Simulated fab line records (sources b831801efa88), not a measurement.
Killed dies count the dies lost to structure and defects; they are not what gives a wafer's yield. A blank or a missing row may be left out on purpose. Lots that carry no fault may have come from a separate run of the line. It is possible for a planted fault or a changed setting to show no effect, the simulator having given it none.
What tool caused it? :: flow sky130 :: Sampling: 13 lots, 39 wafers, 5 of 708 route steps

WHAT THE GAUGES READ, wafer by wafer
SKY_FIELD_ISO_CD_MEAS_13 targets a cd of 150 nm.
lot: L775
measured: day 2 12:14
on: cdSem-02
cdNm (nm): 149.9 149.9 149.5

lot: L776
measured: day 2 16:43
on: cdSem-02
cdNm (nm): 150.7 150.5 150.9

lot: L777
measured: day 2 21:41
on: cdSem-01
cdNm (nm): 150.1 151.0 149.4

lot: L778
measured: day 3 02:23
on: cdSem-02
cdNm (nm): 147.8 147.8 147.6

lot: L779
measured: day 3 06:32
on: cdSem-01
cdNm (nm): 149.3 148.8 148.6

lot: L780
measured: day 3 13:07
on: cdSem-02
cdNm (nm): 151.1 151.6 151.7

lot: L782
measured: day 3 22:13
on: cdSem-02
cdNm (nm): 154.5 153.1 134.4

lot: L785
measured: day 4 13:50
on: cdSem-01
cdNm (nm): 148.5 150.5 133.5

lot: L790
measured: day 5 19:50
on: cdSem-01
cdNm (nm): 149.6 149.6 150.7

lot: L792
measured: day 6 01:36
on: cdSem-02
cdNm (nm): 149.8 150.2 149.6

lot: L794
measured: day 6 13:27
on: cdSem-01
cdNm (nm): 150.2 150.6 151.3

lot: L795
measured: day 6 17:54
on: cdSem-02
cdNm (nm): 151.2 150.9 151.9

lot: L797
measured: day 7 08:05
on: cdSem-02
cdNm (nm): 148.0 149.1 147.7

SKY_VT_ADJUST_HVTP_OVL_MEAS_08.
lot: L775
measured: day 6 09:59
on: overlay-01
VT_ADJUST_HVTP_OVL (nm): -2.1 -3.5 -3.8

lot: L776
measured: day 6 21:17
on: overlay-01
VT_ADJUST_HVTP_OVL (nm): -2.6 -2.5 -2.9

lot: L777
measured: day 6 20:11
on: overlay-02
VT_ADJUST_HVTP_OVL (nm): -0.3 -0.4 -0.8

lot: L778
measured: day 7 01:19
on: overlay-02
VT_ADJUST_HVTP_OVL (nm): -0.6 -2.2 -1.1

lot: L779
measured: day 7 07:59
on: overlay-01
VT_ADJUST_HVTP_OVL (nm): -0.2 1.0 0.8

lot: L780
measured: day 7 14:50
on: overlay-01
VT_ADJUST_HVTP_OVL (nm): -3.9 -3.1 -3.3

lot: L782
measured: day 8 03:49
on: overlay-01
VT_ADJUST_HVTP_OVL (nm): -1.3 -0.5 0.1

lot: L785
measured: day 8 22:32
on: overlay-01
VT_ADJUST_HVTP_OVL (nm): -0.4 -1.4 0.4

lot: L790
measured: day 10 10:49
on: overlay-02
VT_ADJUST_HVTP_OVL (nm): -1.2 -1.5 -2.0

lot: L792
measured: day 11 00:26
on: overlay-02
VT_ADJUST_HVTP_OVL (nm): 0.1 -0.2 -1.7

lot: L794
measured: day 11 07:08
on: overlay-01
VT_ADJUST_HVTP_OVL (nm): -3.8 -3.1 -2.7

lot: L795
measured: day 11 12:46
on: overlay-01
VT_ADJUST_HVTP_OVL (nm): -3.2 -3.6 -4.9

lot: L797
measured: day 12 06:35
on: overlay-02
VT_ADJUST_HVTP_OVL (nm): -0.9 -0.1 -1.1

SKY_LDD_HVP_TW_MEAS_10.
lot: L775
measured: day 21 11:59
on: filmMetro-01
LDD_HVP_TW: 450 449 449

lot: L776
measured: day 23 10:08
on: filmMetro-04
LDD_HVP_TW: 458 455 458

lot: L777
measured: day 23 10:26
on: filmMetro-01
LDD_HVP_TW: 447 447 448

lot: L778
measured: day 27 01:56
on: filmMetro-04
LDD_HVP_TW: 454 453 457

lot: L779
measured: day 27 02:53
on: filmMetro-04
LDD_HVP_TW: 451 454 453

lot: L780
measured: day 27 04:29
on: filmMetro-01
LDD_HVP_TW: 448 448 450

lot: L782
measured: day 27 05:02
on: filmMetro-02
LDD_HVP_TW: 455 454 454

lot: L785
measured: day 27 04:40
on: filmMetro-04
LDD_HVP_TW: 452 453 452

lot: L790
measured: day 27 14:26
on: filmMetro-01
LDD_HVP_TW: 447 448 451

lot: L792
measured: day 27 21:26
on: filmMetro-02
LDD_HVP_TW: 457 457 455

lot: L794
measured: day 28 05:20
on: filmMetro-01
LDD_HVP_TW: 451 450 451

lot: L795
measured: day 28 11:50
on: filmMetro-02
LDD_HVP_TW: 456 452 458

lot: L797
measured: day 29 09:25
on: filmMetro-01
LDD_HVP_TW: 444 447 443

WHAT TOOL EACH LOT RAN ON (gives the tool, then ch and the chambers of the sampled wafers, and finally the start)
lot: L775
SKY_FIELD_ISO_EXPOSE_10: krfScanner-01 ch 0, day 2 05:31
SKY_NWELL_RTA_28: rtpAnneal-01 ch 0, day 5 15:43

lot: L776
SKY_FIELD_ISO_EXPOSE_10: krfScanner-02 ch 0, day 2 09:46
SKY_NWELL_RTA_28: rtpAnneal-02 ch 0, day 6 02:42

lot: L777
SKY_FIELD_ISO_EXPOSE_10: krfScanner-02 ch 0, day 2 14:01
SKY_NWELL_RTA_28: rtpAnneal-01 ch 0, day 6 01:39

lot: L778
SKY_FIELD_ISO_EXPOSE_10: krfScanner-02 ch 0, day 2 18:54
SKY_NWELL_RTA_28: rtpAnneal-01 ch 0, day 6 05:54

lot: L779
SKY_FIELD_ISO_EXPOSE_10: krfScanner-01 ch 0, day 2 23:41
SKY_NWELL_RTA_28: rtpAnneal-02 ch 0, day 6 12:18

lot: L780
SKY_FIELD_ISO_EXPOSE_10: krfScanner-02 ch 0, day 3 05:21
SKY_NWELL_RTA_28: rtpAnneal-02 ch 0, day 6 19:01

lot: L782
SKY_FIELD_ISO_EXPOSE_10: krfScanner-02 ch 0, day 3 14:31
SKY_NWELL_RTA_28: rtpAnneal-02 ch 0, day 7 07:42

lot: L785
SKY_FIELD_ISO_EXPOSE_10: krfScanner-02 ch 0, day 4 05:55
SKY_NWELL_RTA_28: rtpAnneal-02 ch 0, day 8 01:32

lot: L790
SKY_FIELD_ISO_EXPOSE_10: krfScanner-01 ch 0, day 5 10:30
SKY_NWELL_RTA_28: rtpAnneal-02 ch 0, day 9 13:00

lot: L792
SKY_FIELD_ISO_EXPOSE_10: krfScanner-01 ch 0, day 5 16:19
SKY_NWELL_RTA_28: rtpAnneal-01 ch 0, day 10 01:13

lot: L794
SKY_FIELD_ISO_EXPOSE_10: krfScanner-01 ch 0, day 6 04:35
SKY_NWELL_RTA_28: rtpAnneal-01 ch 0, day 10 07:51

lot: L795
SKY_FIELD_ISO_EXPOSE_10: krfScanner-01 ch 0, day 6 08:53
SKY_NWELL_RTA_28: rtpAnneal-02 ch 0, day 10 13:00

lot: L797
SKY_FIELD_ISO_EXPOSE_10: krfScanner-02 ch 0, day 6 23:01
SKY_NWELL_RTA_28: rtpAnneal-02 ch 0, day 11 06:32
- SKY_FIELD_ISO_EXPOSE_10: exposes mask FOM, target cd 150 nm.
- SKY_NWELL_RTA_28: time 30 s.

AS READ BY THE TOOLS THEMSELVES (means over the sampled wafers that have a number; for cases with no such wafer, the mark the record gives instead)
SKY_FIELD_ISO_EXPOSE_10.
lot: L775
tool: krfScanner-01
reticleTempC (C): 23.00
stageVelMmS (mm/s): 499.90

lot: L776
tool: krfScanner-02
reticleTempC (C): 22.90
stageVelMmS (mm/s): 499.96

lot: L777
tool: krfScanner-02
reticleTempC (C): 22.97
stageVelMmS (mm/s): 499.85

lot: L778
tool: krfScanner-02
reticleTempC (C): 22.98
stageVelMmS (mm/s): 499.88

lot: L779
tool: krfScanner-01
reticleTempC (C): 23.00
stageVelMmS (mm/s): 499.82

lot: L780
tool: krfScanner-02
reticleTempC (C): 23.13
stageVelMmS (mm/s): 499.91

lot: L782
tool: krfScanner-02
reticleTempC (C): 23.20
stageVelMmS (mm/s): 500.15

lot: L785
tool: krfScanner-02
reticleTempC (C): 22.97
stageVelMmS (mm/s): 500.12

lot: L790
tool: krfScanner-01
reticleTempC (C): 23.05
stageVelMmS (mm/s): 499.93

lot: L792
tool: krfScanner-01
reticleTempC (C): 23.02
stageVelMmS (mm/s): 500.31

lot: L794
tool: krfScanner-01
reticleTempC (C): 23.01
stageVelMmS (mm/s): 499.82

lot: L795
tool: krfScanner-01
reticleTempC (C): 22.96
stageVelMmS (mm/s): 500.43

lot: L797
tool: krfScanner-02
reticleTempC (C): 23.02
stageVelMmS (mm/s): 500.07

SKY_NWELL_RTA_28.
lot: L775
tool: rtpAnneal-01
lampPowerPct (%): 25.32
wafer_temp_C_max: 1054.9

lot: L776
tool: rtpAnneal-02
lampPowerPct (%): 25.32
wafer_temp_C_max: 1054.5

lot: L777
tool: rtpAnneal-01
lampPowerPct (%): 25.28
wafer_temp_C_max: 1054.5

lot: L778
tool: rtpAnneal-01
lampPowerPct (%): 25.27
wafer_temp_C_max: 1055.2

lot: L779
tool: rtpAnneal-02
lampPowerPct (%): 25.34
wafer_temp_C_max: 1054.8

lot: L780
tool: rtpAnneal-02
lampPowerPct (%): 25.28
wafer_temp_C_max: 1054.5

lot: L782
tool: rtpAnneal-02
lampPowerPct (%): 25.29
wafer_temp_C_max: 1055.5

lot: L785
tool: rtpAnneal-02
lampPowerPct (%): 25.29
wafer_temp_C_max: 1054.8

lot: L790
tool: rtpAnneal-02
lampPowerPct (%): 25.33
wafer_temp_C_max: 1055.7

lot: L792
tool: rtpAnneal-01
lampPowerPct (%): 25.31
wafer_temp_C_max: 1054.0

lot: L794
tool: rtpAnneal-01
lampPowerPct (%): 25.32
wafer_temp_C_max: 1054.9

lot: L795
tool: rtpAnneal-02
lampPowerPct (%): 25.29
wafer_temp_C_max: 1055.1

lot: L797
tool: rtpAnneal-02
lampPowerPct (%): 25.27
wafer_temp_C_max: 1055.1

THE ANSWER, worked out from the rows above alone
Rule: usual is defined by the lots themselves. The widest of any qualifying gaps counts: lots, ordered by their means at a reading, are off when they make up no more than a third of the lots, leave a main group of 4 or more, and stand apart from it by 3 or more times the standard deviation of that group's means. If all means in a main group match to the digits the tables above print for the reading, that group is not used. Also off: a lot with no number at a reading for which 4 or more lots have one. Any other lot the step has rows for is counted as sound. The gauges are gone through in route order, then the tools' own readings, and for those a lot's mean is taken as printed above. At the first step where some lot is off, the reading lying furthest off is the one used; lots without a number count as furthest.
Across all readings shown, no lot is off: no conclusion can be drawn from this.

WHAT WAS PUT IN BY THE SIMULATOR
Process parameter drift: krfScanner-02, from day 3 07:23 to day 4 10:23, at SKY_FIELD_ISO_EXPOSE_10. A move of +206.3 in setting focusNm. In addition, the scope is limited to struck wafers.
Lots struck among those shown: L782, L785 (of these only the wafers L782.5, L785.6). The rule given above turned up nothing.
